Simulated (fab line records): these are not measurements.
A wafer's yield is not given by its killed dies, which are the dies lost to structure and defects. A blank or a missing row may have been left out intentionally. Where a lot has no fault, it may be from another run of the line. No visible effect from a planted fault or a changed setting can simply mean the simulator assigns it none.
What tool caused it? / flow sky130 / Sampling: 14 lots, 41 wafers, 2 of 708 route steps

## WHAT EACH GAUGE READ, for each wafer
SKY_VIA1_THK_MEAS_01.
lot=L239; measured=day 32 21:23; on=filmMetro-01; VIA1_HDPCVD_THK (nm)=1018 1015 1032
lot=L240; measured=day 33 04:00; on=filmMetro-02; VIA1_HDPCVD_THK (nm)=1022 1025 1022
lot=L241; measured=day 33 17:10; on=filmMetro-01; VIA1_HDPCVD_THK (nm)=1034 1045 1037
lot=L242; measured=day 33 23:14; on=filmMetro-02; VIA1_HDPCVD_THK (nm)=1044 1032 1036
lot=L243; measured=day 34 05:13; on=filmMetro-01; VIA1_HDPCVD_THK (nm)=1044 1033 1044
lot=L246; measured=day 35 07:02; on=filmMetro-03; VIA1_HDPCVD_THK (nm)=1019 1028 464
lot=L248; measured=day 36 00:59; on=filmMetro-03; VIA1_HDPCVD_THK (nm)=1056 1046 1058
lot=L250; measured=day 36 11:03; on=filmMetro-03; VIA1_HDPCVD_THK (nm)=460 1026
lot=L253; measured=day 37 11:16; on=filmMetro-01; VIA1_HDPCVD_THK (nm)=1023 1011 1025
lot=L257; measured=day 38 19:25; on=filmMetro-01; VIA1_HDPCVD_THK (nm)=1024 1025 1032
lot=L259; measured=day 39 01:14; on=filmMetro-03; VIA1_HDPCVD_THK (nm)=1021 1033 1029
lot=L260; measured=day 39 11:13; on=filmMetro-03; VIA1_HDPCVD_THK (nm)=1030 1025 1031
lot=L261; measured=day 39 19:04; on=filmMetro-02; VIA1_HDPCVD_THK (nm)=1041 1044 1040
lot=L262; measured=day 39 23:42; on=filmMetro-03; VIA1_HDPCVD_THK (nm)=1032 1034 1025

## WHAT TOOL EACH LOT RAN ON (gives the tool, then ch and the chambers of the sampled wafers, and finally the start)
lot=L239; SKY_VIA1_HDPCVD_00=hdpcvd-02 ch 0,1, day 32 21:16
lot=L240; SKY_VIA1_HDPCVD_00=hdpcvd-01 ch 0,1,2, day 33 03:52
lot=L241; SKY_VIA1_HDPCVD_00=hdpcvd-01 ch 0,1,2, day 33 17:02
lot=L242; SKY_VIA1_HDPCVD_00=hdpcvd-02 ch 0,2, day 33 23:05
lot=L243; SKY_VIA1_HDPCVD_00=hdpcvd-02 ch 1,2, day 34 05:07
lot=L246; SKY_VIA1_HDPCVD_00=hdpcvd-01 ch 0,1, day 35 06:55
lot=L248; SKY_VIA1_HDPCVD_00=hdpcvd-02 ch 0,1, day 36 00:53
lot=L250; SKY_VIA1_HDPCVD_00=hdpcvd-01 ch 0,1, day 36 10:56
lot=L253; SKY_VIA1_HDPCVD_00=hdpcvd-02 ch 0,2, day 37 11:10
lot=L257; SKY_VIA1_HDPCVD_00=hdpcvd-02 ch 1,2, day 38 19:18
lot=L259; SKY_VIA1_HDPCVD_00=hdpcvd-01 ch 0,1, day 39 01:07
lot=L260; SKY_VIA1_HDPCVD_00=hdpcvd-02 ch 0,2, day 39 11:06
lot=L261; SKY_VIA1_HDPCVD_00=hdpcvd-01 ch 1,2, day 39 18:56
lot=L262; SKY_VIA1_HDPCVD_00=hdpcvd-01 ch 0,1, day 39 23:35
- SKY_VIA1_HDPCVD_00: deposits SiO2, target thk 1030 nm, time 171.7 s.

## WHAT THE TOOLS THEMSELVES READ (means of the sampled wafers that have a number; where no wafer has one, the mark that the record gives instead)
SKY_VIA1_HDPCVD_00.
lot=L239; tool=hdpcvd-02; susceptorTempC (C)=400.03
lot=L240; tool=hdpcvd-01; susceptorTempC (C)=399.91
lot=L241; tool=hdpcvd-01; susceptorTempC (C)=400.13
lot=L242; tool=hdpcvd-02; susceptorTempC (C)=399.92
lot=L243; tool=hdpcvd-02; susceptorTempC (C)=400.32
lot=L246; tool=hdpcvd-01; susceptorTempC (C)=399.97
lot=L248; tool=hdpcvd-02; susceptorTempC (C)=399.99
lot=L250; tool=hdpcvd-01; susceptorTempC (C)=400.12
lot=L253; tool=hdpcvd-02; susceptorTempC (C)=400.04
lot=L257; tool=hdpcvd-02; susceptorTempC (C)=400.23
lot=L259; tool=hdpcvd-01; susceptorTempC (C)=400.08
lot=L260; tool=hdpcvd-02; susceptorTempC (C)=399.93
lot=L261; tool=hdpcvd-01; susceptorTempC (C)=400.15
lot=L262; tool=hdpcvd-01; susceptorTempC (C)=399.71

## THE ANSWER, worked out from the rows above alone
Rule: the lots themselves supply what counts as usual. The widest of any qualifying gaps counts: lots, ordered by their means at a reading, are off when they make up no more than a third of the lots, leave a main group of 4 or more, and stand apart from it by 3 or more times the standard deviation of that group's means. Not used: any main group whose means are identical at the precision the tables above print for the reading. A lot without any number at a reading at which 4 lots or more have one is off too. The other lots that the step has rows for count as sound. Order of review: gauges by route order, followed by the tools' own readings, for which a lot's mean as printed above is used. At the first step where some lot is off, the reading lying furthest off is the one used; lots without a number count as furthest.
Off: L246, L250, seen at SKY_VIA1_THK_MEAS_01 (VIA1_HDPCVD_THK). The main group has a mean of 1032 nm with a standard deviation of 9.5.
A tool fits if, at a process step before that reading, it ran every lot that is off, and no sound lot after the first of them. Those tools and the gauges at SKY_VIA1_THK_MEAS_01 are tried in the same way. Of those tried, none fits.

## WHAT THE SIMULATOR HAD INSERTED
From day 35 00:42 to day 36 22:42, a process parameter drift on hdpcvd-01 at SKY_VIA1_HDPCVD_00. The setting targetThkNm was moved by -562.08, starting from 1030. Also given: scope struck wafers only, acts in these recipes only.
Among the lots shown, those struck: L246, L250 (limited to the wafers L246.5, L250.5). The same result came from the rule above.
